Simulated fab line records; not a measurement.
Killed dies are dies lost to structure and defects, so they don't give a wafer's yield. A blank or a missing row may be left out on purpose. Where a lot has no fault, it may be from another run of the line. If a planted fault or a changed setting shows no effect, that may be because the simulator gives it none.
The tool behind it: which one? ; flow sky130 ; 12 lots, 36 wafers sampled, at 5 steps of a route of 708

WHAT THE GAUGES READ, wafer by wafer
SKY_LDD_HVN_TW_MEAS_10. Usual: LDD_HVN_TW gives 1446 (standard deviation 11).
lot;measured;on;LDD_HVN_TW;flag
L639;day 20 03:10;film-metro-02;1448 1448 1445;
L642;day 21 12:22;film-metro-04;1456 1438 1442;
L647;day 23 12:01;film-metro-03;1430 1427 1430;
L648;day 24 00:46;film-metro-04;1447 1448 1454;
L649;day 24 07:59;film-metro-02;1449 1456 1456;
L650;day 24 16:01;film-metro-03;1427 1426 1430;
L651;day 24 17:21;film-metro-02;1449 1451 1453;
L653;day 25 10:34;film-metro-04;1449 1464 1452;
L654;day 25 20:06;film-metro-03;1432 1433 1436;
L657;day 26 14:11;film-metro-02;1456 1463 1463;
L661;day 28 01:49;film-metro-02;1459 1455 1456;
L662;day 28 08:43;film-metro-03;1449 1438 1448;

SKY_SD_N_RS_MEAS_18: a four-point-probe measurement. Usual: RES_XHIGH_RS gives 332.9 ohm/sq (standard deviation 1.5).
lot;measured;on;RES_XHIGH_RS (ohm/sq);flag
L639;day 27 15:55;film-metro-04;332.2 331.7 330.8;
L642;day 28 22:16;film-metro-03;334.7 334.6 334.7;
L647;day 30 20:15;film-metro-04;334.0 334.6 334.4;
L648;day 31 07:53;film-metro-03;331.0 331.2 329.9;
L649;day 31 14:41;film-metro-04;331.4 333.0 332.7;
L650;day 32 00:36;film-metro-03;317.9 316.7 316.2;OFF
L651;day 32 00:57;film-metro-02;333.4 335.0 335.9;
L653;day 32 16:18;film-metro-04;318.1 317.9 318.1;OFF
L654;day 33 02:04;film-metro-03;332.8 331.5 331.1;
L657;day 33 15:43;film-metro-02;335.9 335.4 334.8;
L661;day 35 01:59;film-metro-04;332.2 332.5 331.5;
L662;day 35 08:29;film-metro-03;332.5 330.9 331.8;

WHICH TOOL RAN EACH LOT (tool, then ch and the chambers of the sampled wafers, then the start)
lot;SKY_POLY_CUT_STRIP_12;SKY_RES_XHIGH_IMPLANT_07;SKY_SD_N_RTA_14
L639;plasma-asher-01 ch 0,1, day 23 23:35;implanter-02 ch 0, day 26 10:38;rtp-anneal-01 ch 0, day 27 15:29
L642;plasma-asher-01 ch 0,1, day 25 08:37;implanter-02 ch 0, day 27 16:48;rtp-anneal-02 ch 0, day 28 21:51
L647;plasma-asher-04 ch 0,1, day 27 06:37;implanter-02 ch 0, day 29 15:22;rtp-anneal-01 ch 0, day 30 19:47
L648;plasma-asher-04 ch 0,1, day 27 18:46;implanter-03 ch 0, day 30 02:39;rtp-anneal-02 ch 0, day 31 07:28
L649;plasma-asher-01 ch 0,1, day 28 01:29;implanter-03 ch 0, day 30 10:03;rtp-anneal-01 ch 0, day 31 14:14
L650;plasma-asher-01 ch 0,1, day 28 10:16;implanter-03 ch 0, day 30 19:35;rtp-anneal-02 ch 0, day 32 00:08
L651;plasma-asher-04 ch 0, day 28 10:37;implanter-02 ch 0, day 30 19:37;rtp-anneal-01 ch 0, day 32 00:32
L653;plasma-asher-02 ch 0,1, day 29 03:49;implanter-03 ch 0, day 31 12:02;rtp-anneal-02 ch 0, day 32 15:53
L654;plasma-asher-01 ch 0,1, day 29 13:46;implanter-02 ch 0, day 31 22:04;rtp-anneal-01 ch 0, day 33 01:38
L657;plasma-asher-04 ch 0,1, day 30 04:56;implanter-01 ch 0, day 32 11:18;rtp-anneal-01 ch 0, day 33 15:16
L661;plasma-asher-02 ch 0, day 31 17:10;implanter-03 ch 0, day 33 23:11;rtp-anneal-01 ch 0, day 35 01:33
L662;plasma-asher-02 ch 0, day 31 23:49;implanter-02 ch 0, day 34 05:26;rtp-anneal-02 ch 0, day 35 08:03
- SKY_POLY_CUT_STRIP_12: strips in O2/N2.
- SKY_RES_XHIGH_IMPLANT_07
- SKY_SD_N_RTA_14: time 2 s.

WHAT THE TOOLS THEMSELVES READ (means of the sampled wafers that have a number; where no wafer has one, the mark that the record gives instead)
SKY_POLY_CUT_STRIP_12. Usual: drypump-motor-current-A 5.85 A, standard deviation 0.097; oes-product-au 0.452 a.u., standard deviation 0.0049; strip-time-to-endpoint-s 5.357 s, standard deviation 0.021.
lot;tool;drypump-motor-current-A (A);oes-product-au (a.u.);strip-time-to-endpoint-s (s);flag
L639;plasma-asher-01;5.89;0.452;5.350;
L642;plasma-asher-01;5.89;0.455;5.379;
L647;plasma-asher-04;5.96;0.456;5.367;
L648;plasma-asher-04;5.87;0.453;5.381;
L649;plasma-asher-01;5.87;0.452;5.346;
L650;plasma-asher-01;5.89;0.456;5.338;
L651;plasma-asher-04;5.76;0.454;5.339;
L653;plasma-asher-02;5.76;0.454;5.373;
L654;plasma-asher-01;5.87;0.455;5.374;
L657;plasma-asher-04;5.93;0.455;5.373;
L661;plasma-asher-02;5.72;0.451;5.354;
L662;plasma-asher-02;5.72;0.447;5.335;

SKY_RES_XHIGH_IMPLANT_07. Usual: beam-energy-keV 19.999, standard deviation 0.0064; dose-ions-cm2 3.6e+14, standard deviation 3.7e+11.
lot;tool;beam-energy-keV;dose-ions-cm2;flag
L639;implanter-02;20.005;3.6e+14;
L642;implanter-02;19.994;3.6e+14;
L647;implanter-02;20.000;3.6e+14;
L648;implanter-03;19.997;3.6e+14;
L649;implanter-03;20.002;3.6e+14;
L650;implanter-03;20.002;3.8e+14;OFF
L651;implanter-02;20.006;3.6e+14;
L653;implanter-03;20.001;3.8e+14;OFF
L654;implanter-02;19.999;3.6e+14;
L657;implanter-01;19.988;3.6e+14;
L661;implanter-03;20.006;3.6e+14;
L662;implanter-02;19.996;3.6e+14;

SKY_SD_N_RTA_14. Usual: lamp-power-pct 15.73 %, standard deviation 0.054; ramp-down-c-per-s 90.001, standard deviation 0.015; wafer_temp_C_max 1078.1, standard deviation 1.3.
lot;tool;lamp-power-pct (%);ramp-down-c-per-s;wafer_temp_C_max;flag
L639;rtp-anneal-01;15.69;90.000;1077.5;
L642;rtp-anneal-02;15.73;90.013;1077.5;
L647;rtp-anneal-01;15.73;89.993;1078.8;
L648;rtp-anneal-02;15.72;90.004;1078.1;
L649;rtp-anneal-01;15.70;90.021;1076.7;
L650;rtp-anneal-02;15.72;89.988;1079.2;
L651;rtp-anneal-01;15.75;90.008;1078.1;
L653;rtp-anneal-02;15.74;89.993;1077.9;
L654;rtp-anneal-01;15.75;89.988;1077.2;
L657;rtp-anneal-01;15.80;89.991;1077.2;
L661;rtp-anneal-01;15.67;89.996;1077.0;
L662;rtp-anneal-02;15.72;90.007;1077.8;

THE ANSWER, worked out from the rows above alone
Rule: a lot is off if the mean of its wafers that have a number lies more than 3 standard deviations from the usual mean. A lot without any number at a reading at which 4 lots or more have one is off too. All remaining lots with rows at the step are treated as sound. The gauges are gone through in route order, then the tools' own readings, and for those a lot's mean is taken as printed above. At the first step where some lot is off, the reading lying furthest off is the one used; lots without a number count as furthest.
Off: at SKY_SD_N_RS_MEAS_18 (RES_XHIGH_RS), L650, L653.
If a tool, at a process step before that reading, ran all the lots that are off and no sound lot after the first of them, it fits. Not tried: the gauges at SKY_SD_N_RS_MEAS_18; whatever is off there is also off at SKY_RES_XHIGH_IMPLANT_07, on other tools, and gauge error can't account for it. Of those tried, none fits.

WHAT THE SIMULATOR HAD PUT IN
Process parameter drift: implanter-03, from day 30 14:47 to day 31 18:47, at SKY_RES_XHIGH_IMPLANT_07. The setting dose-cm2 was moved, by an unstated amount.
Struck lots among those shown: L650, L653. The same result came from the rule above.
